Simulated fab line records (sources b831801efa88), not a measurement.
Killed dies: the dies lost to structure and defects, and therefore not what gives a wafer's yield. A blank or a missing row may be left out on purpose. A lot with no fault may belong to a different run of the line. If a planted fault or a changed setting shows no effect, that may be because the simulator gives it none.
Comparing a struck lot with a sound one || flow sfqLine || 3 steps out of a route of 325
Sound: these wafers, L883.3, L883.5, L883.6. Wafers struck: L893.2, L893.4, L893.5. Last of all comes the cause.
Each step with rows lists, per side, the tool, then ch with its chambers, then its first start. Under that, the readings that differ: sound wafers || struck wafers || difference of the means || sigmas: that difference in standard deviations of wafers without a fault.
alike: readings whose means differ by less than 2 such deviations, and words and numbers that are the same on both sides. not compared: withheld readings, readings that some wafer has no value for, bounds like >300 that may hide the same value, and numbers for which the record gives no deviation and whose values overlap.
The two part at a step that has a row with sigmas, a row that says differs or no value, or rows on one side only. Numbers that have no deviation but don't overlap get no sigmas and don't part them. A reading missing from all wafers of one side parts the sides only when that side holds two or more wafers.

SFQ_INCOMING_BOW_MEAS_900:
  sound: filmMetro-04 at day 2 11:02; struck: filmMetro-01 at day 4 13:01
  alike: INCOMING_BOW
SFQ_TRILAYER_INCOMING_OXIDATION_002: target thk 500 nm, ox time 4939 s.
  sound on furnace-02 ch 0, day 2 11:07; struck on furnace-02 ch 0, day 4 13:07
{"reading": "spikeTcBottomC (C)", "sound": "1017.7 1018.3 1017.9", "struck": "1029.4 1028.5 1028.8", "difference": "+10.9", "sigmas": "+10"}
{"reading": "spikeTcCentreC (C)", "sound": "1001.4 1000.4 1000.9", "struck": "1012.9 1012.8 1011.4", "difference": "+11.5", "sigmas": "+10"}
{"reading": "spikeTcLowerC (C)", "sound": "1000.2 998.1 1002.5", "struck": "1011.1 1011.3 1013.1", "difference": "+11.6", "sigmas": "+8"}
{"reading": "spikeTcTopC (C)", "sound": "1009.8 1010.7 1009.9", "struck": "1018.3 1019.9 1020.5", "difference": "+9.4", "sigmas": "+5"}
{"reading": "spikeTcUpperC (C)", "sound": "1002.0 1003.5 1001.7", "struck": "1014.2 1015.0 1013.4", "difference": "+11.8", "sigmas": "+8"}
{"reading": "tubeCenterTempC (C)", "sound": "999.93 999.99 1000.1", "struck": "1010.7 1010.5 1010.8", "difference": "+10.7", "sigmas": "+99 or more"}
{"reading": "tube_center_temp_C_max", "sound": "1001.8 1002.2 1002.3", "struck": "1013.2 1012.8 1013.0", "difference": "+10.9", "sigmas": "+29"}
{"reading": "model.SiO2_of_TRILAYER_INCOMING_OXIDATION_002.thkNm (nm)", "sound": "492.5 491.2 497.5", "struck": "527.1 524 530", "difference": "+33.3", "sigmas": ""}
  alike: zonePowerBottomPct, zonePowerTopPct
SFQ_TRILAYER_L0_DEP_SPUTTER_003: material MoNx KI, target thk 40 nm, time 100 s.
  sound: pvdSputter-04 at day 2 13:29; struck: pvdSputter-03 at day 4 15:29
  alike: throttleValvePct

## WHERE THEY PART
Within this record, at SFQ_TRILAYER_INCOMING_OXIDATION_002 only. Later steps at which nothing parts them and some readings are alike: SFQ_TRILAYER_L0_DEP_SPUTTER_003.

WHY: the cause the simulator had injected
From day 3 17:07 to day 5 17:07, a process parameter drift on furnace-02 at SFQ_TRILAYER_INCOMING_OXIDATION_002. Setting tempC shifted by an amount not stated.
